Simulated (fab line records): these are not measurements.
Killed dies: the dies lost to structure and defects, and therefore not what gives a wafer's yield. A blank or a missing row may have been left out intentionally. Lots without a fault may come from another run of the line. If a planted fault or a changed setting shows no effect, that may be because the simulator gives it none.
Which tool did it?    flow sky130    12 lots, 35 wafers sampled, at 4 steps of a route of 708

WHAT EACH GAUGE READ, for each wafer
SKY_PASSIVATION_THK_MEAS_03.
lot   measured      on            PASSIVATION_CVD_02_THK (nm)
L497  day 43 10:59  filmMetro-04  522 533 541
L499  day 44 07:54  filmMetro-02  538 541 542
L500  day 44 18:29  filmMetro-04  528 528 529
L501  day 45 00:21  filmMetro-02  531 535 540
L505  day 45 22:53  filmMetro-04  532 548 542
L506  day 46 09:08  filmMetro-02  548 539
L507  day 46 12:34  filmMetro-04  534 524 533
L512  day 47 22:29  filmMetro-04  550 551 549
L515  day 48 08:19  filmMetro-02  527 532 538
L516  day 48 14:41  filmMetro-02  533 543 547
L517  day 48 22:07  filmMetro-04  537 539 547
L519  day 49 07:55  filmMetro-03  536 543 545

EACH LOT AND THE TOOL THAT RAN IT (in order: tool; ch and the chambers of the sampled wafers; start)
lot   SKY_METAL4_SPUTTER_03        SKY_METAL4_STRIP_19                  SKY_METAL5_DESCUM_14
L497  pvdSputter-01, day 39 05:37  plasmaAsher-01 ch 0,1, day 41 08:58  rieMetal-02 ch 0,1, day 43 09:46
L499  pvdSputter-01, day 40 05:27  plasmaAsher-01 ch 0,1, day 42 06:35  rieMetal-02 ch 0,1, day 44 06:32
L500  pvdSputter-03, day 40 16:40  plasmaAsher-01 ch 0,1, day 42 17:37  rieMetal-03 ch 0,1, day 44 17:19
L501  pvdSputter-02, day 40 23:02  plasmaAsher-02 ch 0, day 42 22:53    rieMetal-04 ch 0, day 44 23:07
L505  pvdSputter-03, day 41 23:37  plasmaAsher-03 ch 0,1, day 43 23:21  rieMetal-03 ch 0,1, day 45 21:43
L506  pvdSputter-02, day 42 11:29  plasmaAsher-03 ch 0,1, day 44 10:46  rieMetal-04 ch 0,1, day 46 07:56
L507  pvdSputter-02, day 42 15:39  plasmaAsher-03 ch 0,1, day 44 14:19  rieMetal-03 ch 0,1, day 46 11:04
L512  pvdSputter-01, day 44 06:52  plasmaAsher-01 ch 0,1, day 46 03:45  rieMetal-04 ch 0,1, day 47 21:19
L515  pvdSputter-03, day 44 17:59  plasmaAsher-02 ch 0,1, day 46 13:39  rieMetal-04 ch 0,1, day 48 07:04
L516  pvdSputter-02, day 45 01:23  plasmaAsher-02 ch 0,1, day 46 19:41  rieMetal-03 ch 0,1, day 48 13:31
L517  pvdSputter-03, day 45 10:26  plasmaAsher-03 ch 0,1, day 47 04:03  rieMetal-04 ch 0,1, day 48 20:55
L519  pvdSputter-02, day 45 22:40  plasmaAsher-01 ch 0,1, day 47 16:11  rieMetal-04 ch 0,1, day 49 06:40
- SKY_METAL4_SPUTTER_03: material Ti, target thk 5 nm, time 3.3 s.
- SKY_METAL4_STRIP_19: strips in O2/N2.
- SKY_METAL5_DESCUM_14: chemistry O2, time 11 s.

WHAT THE TOOLS THEMSELVES READ (means of the sampled wafers that have a number; where no wafer has one, the mark that the record gives instead)
SKY_METAL4_SPUTTER_03.
lot   tool           chamberPressurePa (Pa)  throttleValvePct (%)
L497  pvdSputter-01  0.4007                  29.8
L499  pvdSputter-01  0.4003                  28.7
L500  pvdSputter-03  0.3994                  30.1
L501  pvdSputter-02  0.3995                  30.3
L505  pvdSputter-03  0.3999                  30.2
L506  pvdSputter-02  0.4001                  30.0
L507  pvdSputter-02  0.3997                  29.6
L512  pvdSputter-01  0.4003                  29.1
L515  pvdSputter-03  0.4002                  29.5
L516  pvdSputter-02  0.3992                  29.1
L517  pvdSputter-03  0.4004                  31.0
L519  pvdSputter-02  0.3993                  29.6

SKY_METAL4_STRIP_19.
lot   tool            chamberPressureMTorr (mTorr)  drypumpMotorCurrentA (A)  oesProductAu (a.u.)  stripTimeToEndpointS (s)
L497  plasmaAsher-01  1499.5                        5.2                       0.499                6.50
L499  plasmaAsher-01  1500.4                        5.2                       0.505                6.59
L500  plasmaAsher-01  1500.2                        5.2                       0.498                6.56
L501  plasmaAsher-02  1500.6                        5.8                       0.497                6.45
L505  plasmaAsher-03  1500.2                        6.2                       0.500                6.50
L506  plasmaAsher-03  1498.7                        6.2                       0.501                6.45
L507  plasmaAsher-03  1500.4                        6.2                       0.502                6.52
L512  plasmaAsher-01  1502.1                        5.2                       0.498                6.46
L515  plasmaAsher-02  1500.9                        5.6                       0.497                6.42
L516  plasmaAsher-02  1500.8                        5.6                       0.497                6.42
L517  plasmaAsher-03  1499.9                        6.2                       0.496                6.50
L519  plasmaAsher-01  1499.7                        5.5                       0.507                6.53

SKY_METAL5_DESCUM_14.
lot   tool         chamberPressureMTorr (mTorr)  drypumpMotorCurrentA (A)  oesProductAu (a.u.)
L497  rieMetal-02  10.005                        5.41                      0.999
L499  rieMetal-02  9.999                         5.41                      0.997
L500  rieMetal-03  9.999                         5.66                      1.007
L501  rieMetal-04  10.009                        5.77                      1.007
L505  rieMetal-03  9.997                         5.70                      1.014
L506  rieMetal-04  10.004                        5.48                      1.017
L507  rieMetal-03  10.005                        5.64                      1.012
L512  rieMetal-04  9.999                         5.37                      1.014
L515  rieMetal-04  10.005                        5.59                      1.006
L516  rieMetal-03  9.994                         5.64                      1.003
L517  rieMetal-04  10.005                        5.57                      1.007
L519  rieMetal-04  10.001                        5.58                      0.994

THE ANSWER, worked out from the rows above alone
Rule: usual is defined by the lots themselves. The widest of any qualifying gaps counts: lots, ordered by their means at a reading, are off when they make up no more than a third of the lots, leave a main group of 4 or more, and stand apart from it by 3 or more times the standard deviation of that group's means. Not used: any main group whose means are identical at the precision the tables above print for the reading. Also off: a lot with no number at a reading for which 4 or more lots have one. The other lots that the step has rows for count as sound. First the gauges in route order, then the tools' own readings, where a lot's mean is used as printed above. The first step at which some lot is off is used, and at that step the reading that is off furthest; a lot without a number counts as furthest.
No lot is off on any of the readings shown, so nothing can be concluded from this.

WHAT THE SIMULATOR HAD INSERTED
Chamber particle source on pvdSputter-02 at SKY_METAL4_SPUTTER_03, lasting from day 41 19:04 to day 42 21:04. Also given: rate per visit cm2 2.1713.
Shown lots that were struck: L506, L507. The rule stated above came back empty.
